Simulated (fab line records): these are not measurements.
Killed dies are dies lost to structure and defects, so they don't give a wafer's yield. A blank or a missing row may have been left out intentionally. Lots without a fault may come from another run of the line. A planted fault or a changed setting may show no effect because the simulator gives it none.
A struck lot beside a sound one    flow sky130    17 out of 708 route steps
Sound: the wafers L480.1, L480.2, L480.4. The struck wafers were L487.2, L487.3, L487.4. The cause is named last.
For every step that has rows: the tool of each side, followed by ch and its chambers, followed by its first start. Under that, the readings that differ: sound wafers    struck wafers    difference of the means    sigmas: that difference in standard deviations of wafers without a fault.
alike: readings with means less than 2 such deviations apart, plus words and numbers identical on both sides. not compared: withheld readings, readings lacking a value on some wafer, bounds such as >300 that could conceal the same value, and numbers that have no deviation in the record and whose values overlap.
A row with sigmas, a row that says differs or no value, or rows on one side alone: a step with any of these is where the two part. Numbers that don't overlap but have no deviation are shown without sigmas and don't part them. A reading that every wafer of one side lacks parts them only if that side has two wafers or more.

first, 1 step without rows for these wafers: SKY_LDD_N_IMPLANT_15.
SKY_LDD_N_STRIP_16: strips in O2/N2.
  sound on plasma_asher-01 ch 0,1, day 18 06:54; struck on plasma_asher-03 ch 0,1, day 21 04:27
  alike: drypump_motor_current_A, oes_product_au, strip_time_to_endpoint_s
  not compared: rf_hours_counter_h
SKY_LDD_N_TW_MEAS_17:
  sound on film_metro-03, day 18 07:00; struck on film_metro-02, day 21 04:34
  alike: LDD_N_TW
then, 7 steps without rows for these wafers: SKY_LDD_P_DEHYDRATE_00 (time 60 s); SKY_LDD_P_HMDS_01 (prime time 60 s); SKY_LDD_P_COAT_02 (resist thk 1140 nm); SKY_LDD_P_SOFTBAKE_03 (time 60 s); SKY_LDD_P_EXPOSE_04 (exposes mask PSDM, target cd 380 nm); SKY_LDD_P_PEB_05; SKY_LDD_P_DEVELOP_06 (develop time 60 s).
SKY_LDD_P_CD_MEAS_07: target cd 380 nm.
  sound on cd_sem-01, day 19 13:28; struck on cd_sem-02, day 22 11:11
  alike: cd_nm
SKY_LDD_P_OVL_MEAS_08:
  sound on overlay-01, day 19 13:35; struck on overlay-02, day 22 11:18
reading         sound        struck          difference  sigmas
LDD_P_OVL (nm)  0.8 0.6 2.0  -1.1 -4.5 -2.3  -3.8        -2
SKY_LDD_P_IMPLANT_09:
  sound on implanter-04 ch 0, day 19 13:37; struck on implanter-01 ch 0, day 22 11:21
reading                    sound              struck             difference  sigmas
implant_ion_amu            49 49 49           75 75 75           +26         
model.implant.drp_nm (nm)  11.41 11.41 11.41  8.431 8.431 8.431  -2.979      
model.implant.rp_nm (nm)   21.35 21.35 21.35  19.08 19.08 19.08  -2.27       
SKY_LDD_P_STRIP_10: strips in O2/N2.
  sound on plasma_asher-02 ch 0,1, day 19 13:46; struck on plasma_asher-01 ch 0,1, day 22 11:29
  alike: drypump_motor_current_A, oes_product_au, strip_time_to_endpoint_s
  not compared: rf_hours_counter_h
SKY_LDD_P_TW_MEAS_11:
  sound on film_metro-03, day 19 13:52; struck on film_metro-01, day 22 11:36
reading   sound              struck                difference  sigmas
LDD_P_TW  633.7 634.4 634.4  1057.0 1060.2 1061.2  +425.3      +99 or more
then, 1 step without rows for these wafers: SKY_LDD_HVN_DEHYDRATE_00 (time 60 s).
-- a jump in the record: the struck wafers' starts before and after are 26 days apart (it breaks off in module LDD_HVN and resumes in module PAD_OPEN, where the first step shown is number 708 of the route) --
SKY_PAD_OPEN_PROBE_99:
  sound on prober-01, day 46 04:29; struck on prober-02, day 48 02:29
reading                                  sound              struck             difference  sigmas
model.etest.pfet_01v8.r_on_ohm_um        2851 2910 2914     4474 4530 4586     +1638       
model.etest.pfet_g5v0d10v5.r_on_ohm_um   4751 4797 4811     4990 4969 5050     +217        
model.etest.pfet_01v8.drive_ua_um        195.5 192.8 194.1  120.7 119.2 118    -74.8       
model.etest.pfet_01v8_hvt.drive_ua_um    146.4 142.7 143.8  87.72 86.2 85.76   -57.74      
model.etest.sram_pfet_latch.drive_ua_um  147.3 138.1 140.7  84.85 79.66 81.27  -60.11      
model.etest.pfet_01v8_mvt.drive_ua_um    155 151.8 152.4    118.7 117 115.6    -36.0       
model.etest.pfet_01v8_lvt.drive_ua_um    174.6 171.3 172    148.1 148.1 146.5  -25.1       
model.etest.pfet_g5v0d10v5.drive_ua_um   335.5 340.9 336    326.7 327.4 324.2  -11.4       

WHERE THEY PART
Earliest at SKY_LDD_P_OVL_MEAS_08; latest, in this record, at SKY_LDD_P_TW_MEAS_11.

WHY: what the simulator had put in
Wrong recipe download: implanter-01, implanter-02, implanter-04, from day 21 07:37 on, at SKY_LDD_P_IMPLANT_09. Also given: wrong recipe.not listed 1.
